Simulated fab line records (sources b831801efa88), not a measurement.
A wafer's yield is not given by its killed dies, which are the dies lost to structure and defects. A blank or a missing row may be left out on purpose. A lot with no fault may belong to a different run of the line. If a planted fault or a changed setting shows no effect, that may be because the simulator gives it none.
fab line records | flow sfq_line
record lots=14 | wafers=42 | last_day=94
route steps=325 shown M3@129
lots that met no fault: taken from a fault-free run of the same line
start_h: hours from the record's first day to the start of the lot's first wafer shown | wait_h: how many hours have passed since the lot's step before this one | " unchanged from the row above | L1.1+2: one row covering several wafers at once | - no value, or no start given | * or withheld: withheld | < > ~ a bound
route shown NAME@n: NAME is a module with steps in the file, n the number in the route of the first one | usual: mean/standard deviation taken from wafers without a fault | same: alike in all rows | chamber/n: place in a boat | sites: per-site readings | _std_site: the values' standard deviation | _edge_site: mean of outer sites minus mean of inner sites | radius_mm: how far each site lies from the wafer's centre | mask NAME#n: copy n | behind: tool/chamber where the wafer was last shaped | hold: the reason the lot was held/the length of the hold in hours/how it ended | device: which transistor (n, p or np) failed to switch | end of line: at the end of the route, the tests of the same wafers | where a step has no rows: the recipe by itself | killed: not the wafer's yield, but the dies lost to structure and defects at the first sort | map: per-die view of a wafer (x killed, . not killed, _ where there is no die)
set.NAME: setting as actually run; set.NAME@STEP: the setting as run at that earlier step | model.NAME: the simulator's own value behind a step, which no gauge read
one table for each step of the route and one row for each wafer, over a sample of lots
services: the hour from which a tool's chamber was out of use, counted from the record's first day as start_h (under 0 if before that day), plus the number of hours and why
## steps
# step SFQ_TRILAYER_M3_BARC_OPEN_METAL_ETCH_100
# recipe mask_material=PR | chemistry=O2 | target_depth_nm=125 | target=BARC | icp_w=600 | bias_w=80 | pressure_mtorr=10 | time_s=41.7
# usual drypump_motor_current_A=5.9/0.66 | oes_product_au=0.685/0.0046 | run_length_s=70.0/0.88
lot.wafer | tool         | chamber | start_h | wait_h | drypump_motor_current_A | oes_product_au | rf_hours_counter_h | run_length_s
L707.2    | rie_metal-01 | 1       | 599.15  | 0.0    | 6.2                     | 0.685          | 139                | 69.7
L707.5    | "            | 1       | "       | "      | 6.2                     | 0.689          | -                  | 69.4
L707.6    | "            | 0       | "       | "      | 6.6                     | 0.683          | -                  | 69.6
L708.3    | rie_metal-01 | 0       | 605.17  | 0.0    | 6.6                     | 0.688          | -                  | 69.5
L708.5    | "            | 1       | "       | "      | 6.2                     | 0.685          | -                  | 69.6
L708.6    | "            | 0       | "       | "      | 6.5                     | 0.689          | -                  | 69.4
L709.2    | rie_metal-02 | 1       | 623.42  | 0.0    | 5.2                     | 0.683          | 129                | 71.0
L709.3    | "            | 1       | "       | "      | 5.3                     | 0.686          | -                  | 70.4
L709.4    | "            | 0       | "       | "      | 4.7                     | 0.686          | -                  | 69.8
L710.2    | rie_metal-02 | 1       | 634.56  | 0.0    | 5.3                     | 0.675          | 131                | 70.9
L710.3    | "            | 0       | "       | "      | 4.6                     | 0.686          | -                  | 70.1
L710.5    | "            | 1       | "       | "      | 5.3                     | 0.679          | -                  | 70.1
L712.2    | rie_metal-01 | 0       | 680.57  | 0.0    | 6.6                     | 0.687          | 144                | 69.5
L712.3    | "            | 1       | "       | "      | 6.2                     | 0.683          | -                  | 69.4
L712.5    | "            | 1       | "       | "      | 6.2                     | 0.687          | -                  | 69.2
L716.1    | rie_metal-04 | 0       | 744.69  | 0.0    | 5.6                     | 0.692          | 130                | 69.8
L716.2    | "            | 1       | "       | "      | 6.6                     | 0.687          | 56                 | 70.7
L716.4    | "            | 1       | "       | "      | 6.6                     | 0.682          | -                  | 69.9
L718.4    | rie_metal-01 | 1       | 768.75  | 0.1    | 6.2                     | 0.865          | -                  | 58.7
L718.5    | "            | 1       | "       | "      | 6.2                     | 0.872          | -                  | 58.5
L718.6    | "            | 1       | "       | "      | 6.2                     | 0.873          | -                  | 58.8
L720.2    | rie_metal-01 | 1       | 791.47  | 0.0    | 6.2                     | 0.869          | -                  | 58.8
L720.4    | "            | 1       | "       | "      | 6.2                     | 0.864          | -                  | 58.7
L720.6    | "            | 1       | "       | "      | 6.2                     | 0.864          | -                  | 58.4
L721.2    | rie_metal-02 | 0       | 796.25  | 0.0    | 4.6                     | 0.692          | 12                 | 70.0
L721.3    | "            | 0       | "       | "      | 4.6                     | 0.681          | -                  | 69.6
L721.4    | "            | 1       | "       | "      | 5.3                     | 0.686          | -                  | 70.2
L724.1    | rie_metal-04 | 1       | 817.52  | 0.0    | 6.5                     | 0.690          | 66                 | 70.0
L724.2    | "            | 0       | "       | "      | 5.6                     | 0.687          | 141                | 69.4
L724.5    | "            | 1       | "       | "      | 6.6                     | 0.690          | -                  | 70.0
L725.1    | rie_metal-04 | 0       | 822.32  | 0.0    | 5.6                     | 0.685          | 141                | 69.4
L725.2    | "            | 1       | "       | "      | 6.6                     | 0.684          | 67                 | 70.3
L725.6    | "            | 1       | "       | "      | 6.6                     | 0.684          | -                  | 69.9
L726.2    | rie_metal-04 | 1       | 828.32  | 0.0    | 6.6                     | 0.680          | 69                 | 70.0
L726.4    | "            | 1       | "       | "      | 6.6                     | 0.685          | -                  | 70.1
L726.5    | "            | 1       | "       | "      | 6.6                     | 0.687          | -                  | 70.2
L729.1    | rie_metal-02 | 0       | 842.72  | 0.0    | 4.7                     | 0.676          | 17                 | 69.7
L729.5    | "            | 1       | "       | "      | 5.2                     | 0.686          | -                  | 70.5
L729.6    | "            | 0       | "       | "      | 4.6                     | 0.686          | -                  | 69.5
L730.1    | rie_metal-04 | 1       | 864.32  | 0.0    | 6.6                     | 0.688          | 73                 | 70.0
L730.4    | "            | 0       | "       | "      | 5.6                     | 0.681          | -                  | 69.6
L730.5    | "            | 0       | "       | "      | 5.6                     | 0.687          | -                  | 69.7
## services
tool         | chamber | start_h | hours | kind
rie_metal-04 | 1       | 587.62  | 3.4   | repair
rie_metal-02 | 0       | 704.73  | -     | clean
rie_metal-02 | 0       | 704.73  | 14.1  | scheduled_down
rie_metal-02 | 0       | 704.73  | 14.1  | vent_cycle
rie_metal-02 | 0       | 732.77  | 3.9   | repair
rie_metal-01 | 1       | 749.55  | -     | clean
rie_metal-01 | 1       | 749.55  | 16.6  | scheduled_down
rie_metal-01 | 1       | 749.55  | 16.6  | vent_cycle
rie_metal-01 | 0       | 763.11  | 11.3  | repair
rie_metal-04 | -       | 769.99  | 0.4   | repair
rie_metal-01 | 0       | 774.43  | -     | clean
rie_metal-01 | 0       | 774.43  | 17.0  | scheduled_down
rie_metal-01 | 0       | 774.43  | 17.0  | vent_cycle
rie_metal-01 | -       | 821.76  | 0.6   | repair
rie_metal-02 | -       | 826.05  | 9.1   | repair
rie_metal-02 | 1       | 852.22  | -     | clean
rie_metal-02 | 1       | 852.22  | 19.6  | scheduled_down
rie_metal-02 | 1       | 852.22  | 19.6  | vent_cycle
## key
first_sign step=SFQ_TRILAYER_M3_BARC_OPEN_METAL_ETCH_100 | reading=oes_product_au | direction=up | sigmas=39 | usual=0.685 | struck=0.868
effect step=SFQ_TRILAYER_M3_BARC_OPEN_METAL_ETCH_100 | reading=run_length_s | direction=down | sigmas=13 | usual=* | struck=*
met_at SFQ_TRILAYER_M3_BARC_OPEN_METAL_ETCH_100
struck_lots L718,L720
onset_between 680.57 768.75
fault kind=process_parameter_drift | tool=rie_metal-01 | chamber=- | onset_h=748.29 | steps=SFQ_TRILAYER_M3_BARC_OPEN_METAL_ETCH_100 | channel=time_s | offset=* | shape=step | end_h=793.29 | acts_in=* | stated=*
